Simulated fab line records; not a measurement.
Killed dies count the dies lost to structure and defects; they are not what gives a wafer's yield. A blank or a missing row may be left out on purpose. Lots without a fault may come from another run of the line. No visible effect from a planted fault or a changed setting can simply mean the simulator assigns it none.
Which tool is to blame? ; flow gf180mcu ; 42 wafers from 14 lots sampled at 4 of the route's 602 steps

## WHAT EACH GAUGE READ, for each wafer
GF_STI_THK_MEAS_22. Usual: STI_OXIDATION_01_THK typically reads 15.14 nm, with standard deviation 0.27.
lot;measured;on;STI_OXIDATION_01_THK (nm);flag
L110;day 2 02:59;film-metro-03;14.97 14.80 15.09;
L111;day 2 08:26;film-metro-02;14.70 14.96 15.03;
L112;day 2 14:45;film-metro-01;15.43 14.94 15.34;
L113;day 2 19:54;film-metro-01;15.10 15.15 15.31;
L114;day 3 00:48;film-metro-01;15.32 15.48 15.07;
L116;day 3 10:55;film-metro-03;14.57 14.79 14.45;
L125;day 5 08:23;film-metro-03;15.31 15.29 15.49;
L126;day 5 13:34;film-metro-02;15.03 15.05 15.21;
L127;day 5 19:04;film-metro-03;15.19 15.44 15.42;
L128;day 6 00:05;film-metro-01;15.32 15.59 15.68;
L129;day 6 04:51;film-metro-03;15.21 15.18 15.21;
L130;day 6 10:59;film-metro-01;15.38 15.30 15.02;
L132;day 6 20:24;film-metro-01;14.84 14.68 14.89;
L133;day 7 05:12;film-metro-01;15.40 15.25 15.05;

GF_NWELL_TW_MEAS_11. Usual: NWELL_TW typically reads 1590, with standard deviation 8.
lot;measured;on;NWELL_TW;flag
L110;day 3 07:32;film-metro-04;1591 1592 1589;
L111;day 3 13:00;film-metro-01;1600 1599 1611;
L112;day 3 19:52;film-metro-03;1581 1582 1582;
L113;day 3 23:47;film-metro-01;1603 1605 1607;
L114;day 4 06:01;film-metro-04;1595 1604 1595;
L116;day 4 15:58;film-metro-03;1589 1579 1579;
L127;day 7 04:41;film-metro-01;1590 1588 1589;
L128;day 7 09:33;film-metro-04;1585 1592 1594;
L129;day 7 15:32;film-metro-04;1593 1588 1594;
L130;day 7 22:27;film-metro-04;1590 1598 1595;
L132;day 8 08:16;film-metro-01;1579 1577 1586;
L133;day 8 19:06;film-metro-01;1584 1579 1594;

## WHICH TOOL RAN EACH LOT (tool, then ch and the chambers of the sampled wafers, then the start)
lot;GF_STI_PEB_10;GF_STI_ETCH_14
L110;litho-track-04 ch 0, day 2 00:38;rie-si-02 ch 2,3, day 2 01:11
L111;litho-track-02 ch 0, day 2 06:12;rie-si-02 ch 1,2,3, day 2 06:43
L112;litho-track-03 ch 0, day 2 12:36;rie-si-02 ch 1,2, day 2 13:03
L113;litho-track-03 ch 0, day 2 16:38;rie-si-02 ch 0,1,2, day 2 17:09
L114;litho-track-03 ch 0, day 2 21:06;rie-si-02 ch 0,1,3, day 2 21:42
L116;litho-track-03 ch 0, day 3 08:42;rie-si-02 ch 1,2,3, day 3 09:15
L125;litho-track-04, day 5 06:11;rie-si-02 ch 0,1,3, day 5 06:44
L126;litho-track-02, day 5 11:22;rie-si-02 ch 0,2,3, day 5 11:55
L127;litho-track-02 ch 0, day 5 16:55;rie-si-02 ch 0,2,3, day 5 17:22
L128;litho-track-04 ch 0, day 5 21:55;rie-si-02 ch 0,1,2, day 5 22:26
L129;litho-track-04 ch 0, day 6 02:38;rie-si-01 ch 0,2,3, day 6 03:11
L130;litho-track-03 ch 0, day 6 08:18;rie-si-01 ch 1,2,3, day 6 08:51
L132;litho-track-02 ch 0, day 6 18:12;rie-si-02 ch 1,2,3, day 6 18:43
L133;litho-track-04 ch 0, day 7 00:52;rie-si-02 ch 1,2,3, day 7 01:23
- GF_STI_PEB_10: peb time 90 s.
- GF_STI_ETCH_14: etches Si in HBr/Cl2/O2, target depth 360 nm, time 102.9 s.

## WHAT THE TOOLS THEMSELVES READ (means of the sampled wafers that have a number; where no wafer has one, the mark that the record gives instead)
GF_STI_PEB_10. Usual: chill-plate-temp-C 23.00 C, standard deviation 0.089; exhaust-pa 44.9 Pa, standard deviation 0.94; resist-line-temp-C 23.03 C, standard deviation 0.12.
lot;tool;chill-plate-temp-C (C);exhaust-pa (Pa);resist-line-temp-C (C);flag
L110;litho-track-04;22.98;46.0;23.03;
L111;litho-track-02;22.93;45.0;22.97;
L112;litho-track-03;22.94;45.0;23.06;
L113;litho-track-03;23.09;45.6;23.23;
L114;litho-track-03;23.01;45.3;23.14;
L116;litho-track-03;23.01;45.4;22.97;
L125;litho-track-04;-;-;-;OFF
L126;litho-track-02;-;-;-;OFF
L127;litho-track-02;23.12;44.3;22.86;
L128;litho-track-04;22.95;43.9;22.77;
L129;litho-track-04;23.02;44.3;23.01;
L130;litho-track-03;22.97;44.6;23.07;
L132;litho-track-02;22.95;45.2;23.04;
L133;litho-track-04;22.98;44.3;23.28;

GF_STI_ETCH_14. Usual: HBr_flow_sccm 150.0 sccm, standard deviation 0.5; drypump-motor-current-A 5.5 A, standard deviation 0.46; oes-product-au 1.001 a.u., standard deviation 0.0099; throttle-valve-pct 25.657 %, standard deviation 0.012.
lot;tool;HBr_flow_sccm (sccm);drypump-motor-current-A (A);oes-product-au (a.u.);throttle-valve-pct (%);flag
L110;rie-si-02;150.5;5.5;1.004;25.657;
L111;rie-si-02;149.8;5.7;1.003;25.655;
L112;rie-si-02;150.2;6.0;1.009;25.638;
L113;rie-si-02;150.4;5.6;1.000;25.652;
L114;rie-si-02;150.3;5.4;0.999;25.660;
L116;rie-si-02;150.0;5.7;1.003;25.640;
L125;rie-si-02;150.2;5.4;1.004;25.667;
L126;rie-si-02;150.1;5.2;1.000;25.656;
L127;rie-si-02;150.0;5.2;0.997;25.657;
L128;rie-si-02;149.8;5.6;1.006;25.657;
L129;rie-si-01;150.3;5.6;0.998;25.663;
L130;rie-si-01;149.9;5.9;1.007;25.658;
L132;rie-si-02;150.1;5.7;1.001;25.653;
L133;rie-si-02;149.7;5.7;0.998;25.648;

## THE ANSWER, worked out from the rows above alone
Rule: take the mean of a lot's wafers that have a number; if it is more than 3 standard deviations from the usual mean, the lot is off. Also off: a lot with no number at a reading for which 4 or more lots have one. Where the step has rows for the other lots, those lots are counted as sound. After the gauges, taken in route order, come the tools' own readings; for these a lot's mean is taken, as printed above. The first step at which some lot is off is used, and at that step the reading that is off furthest; a lot without a number counts as furthest.
Off: L125, L126, at GF_STI_PEB_10 (chill-plate-temp-C). Without a number there: L125, L126.
If a tool, at that step or one of the process steps before it, ran each lot that is off and ran no sound lot following the first of them, it fits. No candidate that was tried fits.

## WHAT HAD BEEN PUT IN BY THE SIMULATOR
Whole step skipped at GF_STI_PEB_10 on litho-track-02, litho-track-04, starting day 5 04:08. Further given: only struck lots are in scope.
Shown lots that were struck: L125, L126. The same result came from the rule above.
